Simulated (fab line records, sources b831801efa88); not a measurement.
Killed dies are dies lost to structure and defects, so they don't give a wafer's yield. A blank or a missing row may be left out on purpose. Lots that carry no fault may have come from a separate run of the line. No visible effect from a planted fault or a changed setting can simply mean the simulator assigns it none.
fab line records | flow gf180mcu
[record] lots = 12 | wafers = 36 | last_day = 34
route steps=602 shown V3@443 M4@458 V4@476
lots with no fault: from the same line, run without faults
start_h: the number of hours between the record's first day and the start of the first shown wafer of the lot | wait_h: how many hours have passed since the lot's step before this one | " the same as in the row above | L1.1+2: a single row standing in for several wafers | - no value, or no start was given | * or withheld: withheld | < > ~ a bound
route shown NAME@n: NAME is a module with steps in the file, n the number in the route of the first one | usual: the fault-free wafers' mean and standard deviation | same: alike in all rows | chamber/n: place in a boat | sites: the reading at each site | _std_site: how widely they spread, as a standard deviation | _edge_site: the outer-site mean with the inner-site mean subtracted | radius_mm: how far each site lies from the wafer's centre | mask NAME#n: copy n | behind: tool/chamber where the wafer was last shaped | hold: what put the lot on hold/how long, in hours/how the hold closed | device: the transistor (n, p or np) that didn't switch | end of line: tests run on the same wafers once the route is complete | a step without rows: its recipe alone | killed: not the wafer's yield, but the dies lost to structure and defects at the first sort | map: dies across one wafer; x = killed, . = not, _ = none there
set.NAME: the run value of the setting; set.NAME@STEP: its run value at that earlier step | model.NAME: the simulator's own value behind a step, which no gauge read
steps of the route over a sample of lots; a table a step, a row a wafer
services: from which hour (start_h, from the record's first day; less than 0 if before it) a tool's chamber was out of use, for how many hours, and why
[[steps]]
[step GF_V3_CD_MEAS_14]
[recipe] target_cd_nm = 260
[usual] cd_nm = 260.1/1.3
lot.wafer | tool      | chamber | start_h | wait_h | cd_nm
L208.1    | cd_sem-01 | -       | 527.10  | 0.1    | 257.0
L208.3    | "         | -       | "       | "      | 258.3
L208.4    | "         | -       | "       | "      | 259.5
L209.2    | cd_sem-02 | -       | 531.17  | 0.1    | 258.7
L209.3    | "         | -       | "       | "      | 259.2
L209.6    | "         | -       | "       | "      | 260.0
L212.1    | cd_sem-01 | -       | 561.03  | 0.1    | 259.8
L212.3    | "         | -       | "       | "      | 259.5
L212.4    | "         | -       | "       | "      | 260.4
L214.3    | cd_sem-01 | -       | 575.66  | 0.1    | 261.6
L214.5    | "         | -       | "       | "      | 262.1
L214.6    | "         | -       | "       | "      | 262.3
L216.1    | cd_sem-02 | -       | 587.02  | 0.1    | 259.7
L216.3    | "         | -       | "       | "      | 261.0
L216.6    | "         | -       | "       | "      | 260.1
L217.1    | cd_sem-01 | -       | 602.92  | 0.1    | 257.2
L217.2    | "         | -       | "       | "      | 259.2
L217.5    | "         | -       | "       | "      | 258.7
L220.2    | cd_sem-01 | -       | 627.19  | 0.1    | 260.5
L220.3    | "         | -       | "       | "      | 260.9
L220.6    | "         | -       | "       | "      | 261.0
L222.4    | cd_sem-02 | -       | 644.23  | 0.1    | 261.8
L222.5    | "         | -       | "       | "      | 260.8
L222.6    | "         | -       | "       | "      | 262.0
L223.3    | cd_sem-02 | -       | 649.79  | 0.1    | 258.9
L223.5    | "         | -       | "       | "      | 259.2
L223.6    | "         | -       | "       | "      | 258.8
L227.2    | cd_sem-01 | -       | 674.22  | 0.1    | 259.4
L227.3    | "         | -       | "       | "      | 259.5
L227.4    | "         | -       | "       | "      | 259.4
L229.1    | cd_sem-02 | -       | 686.95  | 0.1    | 260.5
L229.2    | "         | -       | "       | "      | 261.0
L229.3    | "         | -       | "       | "      | 260.7
L230.2    | cd_sem-01 | -       | 694.07  | 0.1    | 259.9
L230.5    | "         | -       | "       | "      | 261.0
L230.6    | "         | -       | "       | "      | 260.6
[step GF_V3_ETCH_16]
[recipe] chemistry = N2/H2 | target_depth_a = withheld | overetch_a = withheld | time_s = withheld | target = BARC | ion_energy_ev = 200 | source_w = 500 | bias_w = 100 | pressure_mtorr = 30 | n2_flow_sccm = 100 | h2_flow_sccm = 200
[usual] drypump_motor_current_A = 5.4/0.47 | oes_product_au = 0.854/0.0048 | rf_fwd_power_W = 494.7/2.1 | throttle_valve_pct = 13.224/0.009
lot.wafer | tool        | chamber | start_h | wait_h | drypump_motor_current_A | oes_product_au | rf_fwd_power_W | throttle_valve_pct
L208.1    | rie_diel-04 | 2       | 527.26  | 0.0    | 4.7                     | 0.858          | 498.2          | 13.216
L208.3    | "           | 1       | "       | "      | 5.7                     | 0.850          | 495.9          | 13.235
L208.4    | "           | 3       | "       | "      | 5.3                     | 0.851          | 497.7          | 13.233
L209.2    | rie_diel-03 | 2       | 531.31  | 0.0    | 5.8                     | 0.854          | 496.2          | 13.217
L209.3    | "           | 1       | "       | "      | 5.8                     | 0.862          | 495.8          | 13.245
L209.6    | "           | 1       | "       | "      | 5.8                     | 0.853          | 496.6          | 13.222
L212.1    | rie_diel-04 | 2       | 561.19  | 0.0    | 4.7                     | 0.854          | 492.6          | 13.222
L212.3    | "           | 0       | "       | "      | 4.8                     | 0.856          | 493.8          | 13.230
L212.4    | "           | 3       | "       | "      | 5.3                     | 0.849          | 496.0          | 13.228
L214.3    | rie_diel-01 | 1       | 575.78  | 0.0    | 5.6                     | 0.852          | 493.3          | 13.235
L214.5    | "           | 3       | "       | "      | 5.3                     | 0.854          | 496.8          | 13.236
L214.6    | "           | 2       | "       | "      | 5.1                     | 0.854          | 493.8          | 13.214
L216.1    | rie_diel-03 | 3       | 587.18  | 0.0    | 5.5                     | 0.855          | 490.5          | 13.229
L216.3    | "           | 1       | "       | "      | 5.8                     | 0.850          | 496.4          | 13.233
L216.6    | "           | 0       | "       | "      | 6.5                     | 0.846          | 491.7          | 13.210
L217.1    | rie_diel-04 | 2       | 603.07  | 0.0    | 4.7                     | 0.857          | 494.5          | 13.245
L217.2    | "           | 0       | "       | "      | 4.8                     | 0.862          | 495.1          | 13.218
L217.5    | "           | 2       | "       | "      | 4.7                     | 0.854          | 494.8          | 13.219
L220.2    | rie_diel-01 | 2       | 627.32  | 0.0    | 5.1                     | 0.852          | 494.3          | 13.231
L220.3    | "           | 1       | "       | "      | 5.6                     | 0.844          | 493.7          | 13.205
L220.6    | "           | 0       | "       | "      | 5.5                     | 0.855          | 495.7          | 13.225
L222.4    | rie_diel-04 | 3       | 644.32  | 0.0    | 5.3                     | 0.858          | 495.2          | 13.209
L222.5    | "           | 1       | "       | "      | 5.7                     | 0.861          | 490.8          | 13.215
L222.6    | "           | 0       | "       | "      | 4.8                     | 0.850          | 490.9          | 13.235
L223.3    | rie_diel-03 | 0       | 649.91  | 0.0    | 6.5                     | 0.846          | 490.8          | 13.217
L223.5    | "           | 2       | "       | "      | 5.8                     | 0.852          | 496.8          | 13.226
L223.6    | "           | 1       | "       | "      | 5.8                     | 0.849          | 495.8          | 13.225
L227.2    | rie_diel-01 | 2       | 674.36  | 0.0    | 5.1                     | 0.847          | 493.2          | 13.215
L227.3    | "           | 0       | "       | "      | 5.5                     | 0.858          | 496.4          | 13.226
L227.4    | "           | 1       | "       | "      | 5.6                     | 0.846          | 497.5          | 13.226
L229.1    | rie_diel-04 | 3       | 687.11  | 0.0    | 5.3                     | 0.858          | 493.1          | 13.224
L229.2    | "           | 2       | "       | "      | 4.8                     | 0.857          | 497.1          | 13.225
L229.3    | "           | 2       | "       | "      | 4.8                     | 0.860          | 497.2          | 13.231
L230.2    | rie_diel-03 | 2       | 694.21  | 0.0    | 5.7                     | 0.868          | 497.7          | 13.225
L230.5    | "           | 0       | "       | "      | 6.5                     | 0.850          | 491.2          | 13.234
L230.6    | "           | 3       | "       | "      | 5.5                     | 0.851          | 493.8          | 13.233
[step GF_M4_SPUTTER_02]
[recipe] material = AlCu | target_thk_nm = 450 | power_w = 10600 | time_s = 23.9 | chamber_pressure_pa = 0.4
[usual] cathode_dc_power_W = 10600/1.8 | chamber_pressure_pa = 0.4000/0.00077 | throttle_valve_pct = 29.9/0.73
[same] time_s = 23.9
lot.wafer | tool           | chamber | start_h | wait_h | cathode_dc_power_W | chamber_pressure_pa | throttle_valve_pct
L208.1    | pvd_sputter-02 | -       | 528.74  | 0.0    | 10601              | 0.4006              | 29.8
L208.3    | "              | -       | "       | "      | 10597              | 0.3994              | 30.3
L208.4    | "              | -       | "       | "      | 10598              | 0.3992              | 30.8
L209.2    | pvd_sputter-02 | -       | 532.80  | 0.0    | 10599              | 0.3995              | 30.3
L209.3    | "              | -       | "       | "      | 10599              | 0.4007              | 30.3
L209.6    | "              | -       | "       | "      | 10601              | 0.4011              | 30.0
L212.1    | pvd_sputter-02 | -       | 562.81  | 0.0    | 10599              | 0.4000              | 31.0
L212.3    | "              | -       | "       | "      | 10599              | 0.4007              | 29.8
L212.4    | "              | -       | "       | "      | 10597              | 0.3999              | 30.1
L214.3    | pvd_sputter-01 | -       | 577.45  | 0.0    | 10598              | 0.4008              | 30.7
L214.5    | "              | -       | "       | "      | 10598              | 0.4006              | 30.9
L214.6    | "              | -       | "       | "      | 10603              | 0.3991              | 28.9
L216.1    | pvd_sputter-03 | -       | 588.67  | 0.0    | 10603              | 0.3991              | 30.4
L216.3    | "              | -       | "       | "      | 10603              | 0.4000              | 30.3
L216.6    | "              | -       | "       | "      | 10600              | 0.3996              | 30.8
L217.1    | pvd_sputter-01 | -       | 604.57  | 0.0    | 10603              | 0.3998              | 30.1
L217.2    | "              | -       | "       | "      | 10599              | 0.4010              | 30.7
L217.5    | "              | -       | "       | "      | 10597              | 0.3995              | 30.3
L220.2    | pvd_sputter-01 | -       | 629.21  | 0.0    | 10599              | 0.4003              | 28.9
L220.3    | "              | -       | "       | "      | 10602              | 0.3986              | 29.9
L220.6    | "              | -       | "       | "      | 10599              | 0.3997              | 30.8
L222.4    | pvd_sputter-02 | -       | 645.81  | 0.0    | 10599              | 0.3998              | 30.2
L222.5    | "              | -       | "       | "      | 10601              | 0.4006              | 30.1
L222.6    | "              | -       | "       | "      | 10600              | 0.3997              | 29.9
L223.3    | pvd_sputter-01 | -       | 651.47  | 0.0    | 10599              | 0.3987              | 29.0
L223.5    | "              | -       | "       | "      | 10601              | 0.3992              | 30.5
L223.6    | "              | -       | "       | "      | 10600              | 0.3984              | 28.9
L227.2    | pvd_sputter-03 | -       | 675.84  | 0.0    | 10603              | 0.3987              | 29.4
L227.3    | "              | -       | "       | "      | 10600              | 0.4005              | 29.4
L227.4    | "              | -       | "       | "      | 10599              | 0.3995              | 30.4
L229.1    | pvd_sputter-01 | -       | 688.66  | 0.0    | 10601              | 0.3998              | 30.1
L229.2    | "              | -       | "       | "      | 10603              | 0.4002              | 28.7
L229.3    | "              | -       | "       | "      | 10599              | 0.3998              | 29.1
L230.2    | pvd_sputter-03 | -       | 695.70  | 0.0    | 10599              | 0.4005              | 29.3
L230.5    | "              | -       | "       | "      | 10603              | 0.3996              | 29.5
L230.6    | "              | -       | "       | "      | 10602              | 0.4010              | 29.5
[step GF_V4_CVD_00]
[recipe] material = SiO2 | target_thk_nm = 600 | sigma_open_frac = 0.3 | temp_c = 400 | time_s = 100 | sih4_flow_sccm = 60 | pressure_mtorr = 6
[usual] sih4_flow_sccm = 60.01/0.17
[same] time_s = 100
lot.wafer | tool      | chamber | start_h | wait_h | sih4_flow_sccm
L208.1    | hdpcvd-02 | 1       | 551.99  | 0.0    | 59.88
L208.3    | "         | 2       | "       | "      | 60.25
L208.4    | "         | 0       | "       | "      | 60.19
L209.2    | hdpcvd-01 | 2       | 556.35  | 0.0    | 59.86
L209.3    | "         | 1       | "       | "      | 60.06
L209.6    | "         | 2       | "       | "      | 60.05
L212.1    | hdpcvd-02 | 2       | 585.19  | 0.0    | 60.09
L212.3    | "         | 0       | "       | "      | 59.91
L212.4    | "         | 0       | "       | "      | 60.07
L214.3    | hdpcvd-01 | 1       | 599.30  | 0.0    | 60.09
L214.5    | "         | 2       | "       | "      | 60.13
L214.6    | "         | 0       | "       | "      | 60.10
L216.1    | hdpcvd-02 | 1       | 610.73  | 0.0    | 60.10
L216.3    | "         | 2       | "       | "      | 59.93
L216.6    | "         | 1       | "       | "      | 59.96
L217.1    | hdpcvd-01 | 0       | 626.42  | 0.0    | 59.92
L217.2    | "         | 2       | "       | "      | 59.88
L217.5    | "         | 2       | "       | "      | 59.99
L220.2    | hdpcvd-01 | 0       | 649.94  | 0.0    | 59.75
L220.3    | "         | 1       | "       | "      | 60.12
L220.6    | "         | 1       | "       | "      | 60.18
L222.4    | hdpcvd-01 | 2       | 666.01  | 0.0    | 59.95
L222.5    | "         | 1       | "       | "      | 59.86
L222.6    | "         | 0       | "       | "      | 29.88
L223.3    | hdpcvd-01 | 1       | 671.97  | 0.0    | 59.96
L223.5    | "         | 0       | "       | "      | 30.11
L223.6    | "         | 2       | "       | "      | 60.07
L227.2    | hdpcvd-02 | 0       | 695.57  | 0.0    | 60.05
L227.3    | "         | 2       | "       | "      | 59.82
L227.4    | "         | 2       | "       | "      | 60.02
L229.1    | hdpcvd-02 | 2       | 707.98  | 0.0    | 60.06
L229.2    | "         | 0       | "       | "      | 60.09
L229.3    | "         | 1       | "       | "      | 60.02
L230.2    | hdpcvd-02 | 1       | 714.75  | 0.0    | 60.15
L230.5    | "         | 0       | "       | "      | 59.74
L230.6    | "         | 1       | "       | "      | 59.90
[step GF_V4_THK_MEAS_01]
[recipe] reads = SiO2_of_V4_CVD_00
[usual] V4_CVD_00_THK = 601/6.9
lot.wafer | tool          | chamber | start_h | wait_h | V4_CVD_00_THK[nm]
L208.1    | film_metro-04 | -       | 552.06  | 0.0    | 594
L208.3    | "             | -       | "       | "      | 614
L208.4    | "             | -       | "       | "      | 595
L209.2    | film_metro-01 | -       | 556.47  | 0.1    | 601
L209.3    | "             | -       | "       | "      | 611
L209.6    | "             | -       | "       | "      | 604
L212.1    | film_metro-01 | -       | 585.26  | 0.0    | 608
L212.3    | "             | -       | "       | "      | 595
L212.4    | "             | -       | "       | "      | 599
L214.3    | film_metro-04 | -       | 599.39  | 0.1    | 606
L214.5    | "             | -       | "       | "      | 603
L214.6    | "             | -       | "       | "      | 594
L216.1    | film_metro-01 | -       | 610.80  | 0.0    | 603
L216.3    | "             | -       | "       | "      | 608
L216.6    | "             | -       | "       | "      | 596
L217.1    | film_metro-04 | -       | 626.49  | 0.0    | 607
L217.2    | "             | -       | "       | "      | 603
L217.5    | "             | -       | "       | "      | 603
L220.2    | film_metro-02 | -       | 650.03  | 0.0    | 600
L220.3    | "             | -       | "       | "      | 610
L220.6    | "             | -       | "       | "      | 608
L222.4    | film_metro-02 | -       | 666.07  | 0.0    | 596
L222.5    | "             | -       | "       | "      | 599
L222.6    | "             | -       | "       | "      | 287
L223.3    | film_metro-04 | -       | 672.06  | 0.1    | 611
L223.5    | "             | -       | "       | "      | 298
L223.6    | "             | -       | "       | "      | 593
L227.2    | film_metro-04 | -       | 695.65  | 0.0    | 599
L227.3    | "             | -       | "       | "      | 609
L227.4    | "             | -       | "       | "      | 599
L229.1    | film_metro-01 | -       | 708.05  | 0.0    | 608
L229.2    | "             | -       | "       | "      | 611
L229.3    | "             | -       | "       | "      | 605
L230.2    | film_metro-01 | -       | 714.83  | 0.0    | 601
L230.5    | "             | -       | "       | "      | 602
L230.6    | "             | -       | "       | "      | 603
[[services]]
tool           | chamber | start_h | hours | kind
rie_diel-03    | 0       | 530.25  | 5.8   | repair
rie_diel-03    | -       | 531.49  | 2.8   | pm
hdpcvd-01      | 0       | 537.35  | 47.7  | repair
pvd_sputter-02 | -       | 538.57  | 1.9   | repair
hdpcvd-01      | -       | 539.25  | 15.0  | pm
rie_diel-04    | 1       | 541.71  | 18.8  | repair
rie_diel-04    | -       | 576.84  | 0.4   | repair
pvd_sputter-02 | -       | 583.33  | 1.9   | repair
pvd_sputter-02 | -       | 585.48  | 5.7   | repair
rie_diel-03    | 3       | 597.52  | 3.3   | repair
hdpcvd-02      | -       | 599.54  | 5.5   | pm
rie_diel-03    | -       | 604.15  | 0.6   | repair
rie_diel-04    | -       | 622.64  | 2.8   | pm
rie_diel-04    | -       | 629.26  | 0.4   | repair
pvd_sputter-02 | -       | 639.49  | 3.2   | repair
rie_diel-03    | -       | 641.43  | 0.7   | repair
rie_diel-03    | 3       | 669.23  | 5.5   | repair
rie_diel-04    | 0       | 673.41  | 15.5  | repair
rie_diel-04    | 1       | 685.63  | 9.4   | repair
hdpcvd-01      | 0       | 686.39  | 3.2   | repair
hdpcvd-02      | 1       | 698.52  | 6.4   | repair
rie_diel-03    | 1       | 707.93  | 6.8   | repair
rie_diel-03    | 0       | 713.16  | 5.8   | repair
rie_diel-03    | 3       | 714.38  | 5.1   | repair
[[key]]
[first_sign] step = GF_V4_CVD_00 | reading = sih4_flow_sccm | direction = down | sigmas = 99+ | usual = 60.01 | struck = 30.00
[effect] step = GF_V4_THK_MEAS_01 | reading = V4_CVD_00_THK | direction = down | sigmas = 45 | usual = 601 | struck = 292
met_at GF_V4_CVD_00
struck_lots L222,L223
struck_wafers L222.6,L223.5
not_acting_at GF_V3_CD_MEAS_14,GF_V3_ETCH_16,GF_M4_SPUTTER_02
onset_between 649.94 666.01
[fault] kind = process_parameter_drift | tool = hdpcvd-01 | chamber = 0 | onset_h = 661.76 | steps = GF_V4_CVD_00 | channel = sih4_flow_sccm | offset = -30 | shape = step | acts_in = these_recipes_only | stated = 60
